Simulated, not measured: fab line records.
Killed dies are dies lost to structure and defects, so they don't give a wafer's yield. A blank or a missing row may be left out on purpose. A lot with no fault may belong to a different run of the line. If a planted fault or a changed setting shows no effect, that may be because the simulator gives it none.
A lot that was struck, set against a sound lot -- flow sky130 -- 16 steps out of a route of 708
Sound: these wafers, L425.1, L425.5, L425.6. Struck: wafer L422.5. (L422.3 of the same lot was not struck and is left out.) The cause comes at the end.
Per side, at each step with rows, come the tool, then ch with its chambers, and then its first start. Under that, the readings that differ: sound wafers -- struck wafers -- difference of the means -- sigmas: that difference in standard deviations of wafers without a fault.
alike: words and numbers the same on both sides, and readings whose means are apart by under 2 such deviations; not compared: readings that were withheld, readings missing a value for some wafer, numbers with overlapping values and no deviation given by the record, and bounds like >300 which may hide the same value.
The two part at a step that has a row with sigmas, a row that says differs or no value, or rows on one side only. When numbers do not overlap yet have no deviation, they are printed without sigmas and do not part them. A reading missing from all wafers of one side parts the sides only when that side holds two or more wafers.

first, 8 steps without rows for these wafers: SKY_METAL1_DEHYDRATE_07 (time 60 s); SKY_METAL1_HMDS_08 (prime time 60 s); SKY_METAL1_COAT_09 (resist thk 60 nm); SKY_METAL1_COAT_10 (resist thk 450 nm); SKY_METAL1_SOFTBAKE_11 (time 90 s); SKY_METAL1_EXPOSE_12 (exposes mask MM1, target cd 140 nm); SKY_METAL1_PEB_13; SKY_METAL1_DEVELOP_14 (develop time 60 s).
SKY_METAL1_CD_MEAS_15: target cd 140 nm.
  sound on cd_sem-02 at day 38 19:55; struck on cd_sem-01 at day 37 17:13
  alike: cd_nm
SKY_METAL1_OVL_MEAS_16:
  sound on overlay-01 at day 38 20:02; struck on overlay-02 at day 37 17:19
  alike: METAL1_OVL
SKY_METAL1_DESCUM_17: chemistry O2, time 8 s.
  sound on rie_metal-02 ch 0,1, day 38 20:05; struck on rie_metal-04 ch 0, day 37 17:20
  alike: chamber_pressure_mTorr, drypump_motor_current_A, oes_product_au
  not compared: rf_hours_counter_h
SKY_METAL1_ETCH_18: etches BARC in N2/H2, stops on SiO2, time 45.9 s, target depth 60 nm.
  sound on rie_metal-02 ch 0,1, day 38 20:07; struck on rie_metal-04 ch 0, day 37 17:23
  alike: chamber_pressure_mTorr, drypump_motor_current_A, oes_product_au, throttle_valve_pct
  not compared: rf_hours_counter_h
SKY_METAL1_METAL_ETCH_19: etches the open film in Cl2/BCl3, stops on SiO2, target depth 360 nm, time 78 s.
  sound on rie_metal-02 ch 0,1, day 38 20:10; struck on rie_metal-04 ch 0, day 37 17:27
reading,sound,struck,difference,sigmas
oes_product_au (a.u.),0.854 0.866 0.854,0.765,-0.093,-15
over_etch_frac,0.3 0.3 0.3,0.603,+0.303,
throttle_valve_pct (%),22.275 22.266 22.283,22.245,-0.030,-3
model.KrF-thick_of_METAL1_COAT_10.thk_nm (nm),166.2 166.7 164.9,94.85,-71.08,
model.METAL1.cd_nm (nm),137.8 137.3 139.7,135.4,-2.9,
model.SiO2_of_CONTACT_HDPCVD_02.thk_nm (nm),328.8 326.8 328.6,323.1,-5.0,
  alike: chamber_pressure_mTorr, drypump_motor_current_A
  not compared: rf_hours_counter_h
SKY_METAL1_STRIP_20: strips in O2/N2.
  sound on plasma_asher-02 ch 0,1, day 38 20:16; struck on plasma_asher-04 ch 0, day 37 17:33
reading,sound,struck,difference,sigmas
oes_product_au (a.u.),0.347 0.344 0.341,0.317,-0.027,-5
strip_time_to_endpoint_s (s),2.77 2.78 2.77,1.98,-0.79,-13
  alike: chamber_pressure_mTorr, drypump_motor_current_A
  not compared: rf_hours_counter_h
then, 1 step without rows for these wafers: SKY_METAL1_STRIP_21 (strips in post etch residue remover, time 1200 s).
-- the record jumps here: 12 days lie between the struck wafers' starts before and after (it left off in module METAL1 and takes up again in module PAD_OPEN, whose first step shown is number 708 of the route) --
SKY_PAD_OPEN_PROBE_99:
  record: rows for the struck wafers here (prober-01, day 49 12:11), none for the sound ones

WHERE THEY PART
At SKY_METAL1_METAL_ETCH_19 first; at SKY_PAD_OPEN_PROBE_99 last (within this record only).

WHY: the cause the simulator had injected
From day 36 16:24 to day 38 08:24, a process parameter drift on rie_metal-04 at SKY_METAL1_METAL_ETCH_19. A move of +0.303 in setting over_etch_frac, from 0.3. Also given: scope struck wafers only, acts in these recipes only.
